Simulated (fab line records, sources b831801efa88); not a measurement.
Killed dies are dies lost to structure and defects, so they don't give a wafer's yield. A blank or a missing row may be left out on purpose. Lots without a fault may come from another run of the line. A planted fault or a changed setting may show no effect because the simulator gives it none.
Tool commonality check | flow sfq_line | 14 lots, 42 wafers sampled

WHY IT WAS OPENED
At SFQ_M4_RS_MEAS_924 the reading M4_NB_RS is flagged on 2 of 14 lots. Wafers without a fault read 0.891 ohm/sq, standard deviation 0.0074.
Rule: a lot is flagged when every wafer of it that has a number lies more than 4 standard deviations from that mean, or none has a number. The other lots count as sound.

lot  | measured     | on            | M4_NB_RS (ohm/sq), wafer by wafer | flag
L849 | day 30 01:18 | film_metro-03 | 0.883 0.883 0.886                 |
L851 | day 30 20:29 | film_metro-02 | 0.901 0.898 0.900                 |
L852 | day 31 06:06 | film_metro-02 | 0.890 0.899 0.892                 |
L854 | day 32 01:24 | film_metro-04 | 0.885 0.889 0.890                 |
L855 | day 32 14:10 | film_metro-04 | 0.887 0.888 0.879                 |
L858 | day 35 14:43 | film_metro-03 | 0.898 0.899 0.894                 |
L862 | day 37 02:42 | film_metro-03 | 0.493 0.494 0.496                 | FLAGGED
L863 | day 37 17:05 | film_metro-02 | 0.494 0.499 0.497                 | FLAGGED
L866 | day 39 20:28 | film_metro-04 | 0.884 0.873 0.880                 |
L867 | day 40 08:29 | film_metro-04 | 0.886 0.882 0.879                 |
L869 | day 40 22:51 | film_metro-02 | 0.881 0.889 0.888                 |
L870 | day 41 01:16 | film_metro-04 | 0.896 0.890 0.892                 |
L871 | day 41 07:16 | film_metro-04 | 0.898 0.893 0.897                 |
L872 | day 41 09:39 | film_metro-02 | 0.888 0.893 0.900                 |
The numbers of the flagged lots are 0.495 ohm/sq on average: -0.396 ohm/sq against the usual, or -53 standard deviations.

WHICH TOOL RAN EACH LOT
The record holds 1 process step before the reading, out of a route of 325 steps. In each cell: the tool, then ch and the chambers that the sampled wafers went through, then the start.
lot  | flag    | SFQ_TRILAYER_M4_DEP_SPUTTER_091
L849 |         | pvd_sputter-06, day 30 01:11
L851 |         | pvd_sputter-06, day 30 20:23
L852 |         | pvd_sputter-05, day 31 05:59
L854 |         | pvd_sputter-05, day 32 01:17
L855 |         | pvd_sputter-06, day 32 14:02
L858 |         | pvd_sputter-04, day 35 14:35
L862 | FLAGGED | pvd_sputter-05, day 37 02:37
L863 | FLAGGED | pvd_sputter-05, day 37 16:59
L866 |         | pvd_sputter-05, day 39 20:21
L867 |         | pvd_sputter-05, day 40 08:21
L869 |         | pvd_sputter-06, day 40 22:45
L870 |         | pvd_sputter-05, day 41 01:09
L871 |         | pvd_sputter-05, day 41 07:09
L872 |         | pvd_sputter-04, day 41 09:33
What these steps do:
- SFQ_TRILAYER_M4_DEP_SPUTTER_091: material Nb, target thk 200 nm, time 133.3 s.
- SFQ_M4_RS_MEAS_924: measures by four-point-probe.

FLAGGED OVER TOTAL, TOOL BY TOOL (the gauges that took the reading come last)
step                            | tool           | lots run | flagged | share of the flagged lots | sound lots run after its first flagged lot
SFQ_TRILAYER_M4_DEP_SPUTTER_091 | pvd_sputter-04 | 2        | 0       | none                      | -
SFQ_TRILAYER_M4_DEP_SPUTTER_091 | pvd_sputter-05 | 8        | 2       | all                       | 4 (L866,L867,L870,L871)
SFQ_TRILAYER_M4_DEP_SPUTTER_091 | pvd_sputter-06 | 4        | 0       | none                      | -
SFQ_M4_RS_MEAS_924              | film_metro-02  | 5        | 1       | some                      | 2 (L869,L872)
SFQ_M4_RS_MEAS_924              | film_metro-03  | 3        | 1       | some                      | 0
SFQ_M4_RS_MEAS_924              | film_metro-04  | 6        | 0       | none                      | -

WHAT THE TABLE ALLOWS
1 row of the table ran every flagged lot: pvd_sputter-05 at SFQ_TRILAYER_M4_DEP_SPUTTER_091.
- pvd_sputter-05 at SFQ_TRILAYER_M4_DEP_SPUTTER_091: 2 of its 8 lots flagged. Sound lots ran on it after the first flagged one (L866, L867, L870, L871), which a lasting fault on the whole tool wouldn't allow.
No row of the table ran every flagged lot and no sound lot after the first.

WHAT THE SIMULATOR HAD PUT IN
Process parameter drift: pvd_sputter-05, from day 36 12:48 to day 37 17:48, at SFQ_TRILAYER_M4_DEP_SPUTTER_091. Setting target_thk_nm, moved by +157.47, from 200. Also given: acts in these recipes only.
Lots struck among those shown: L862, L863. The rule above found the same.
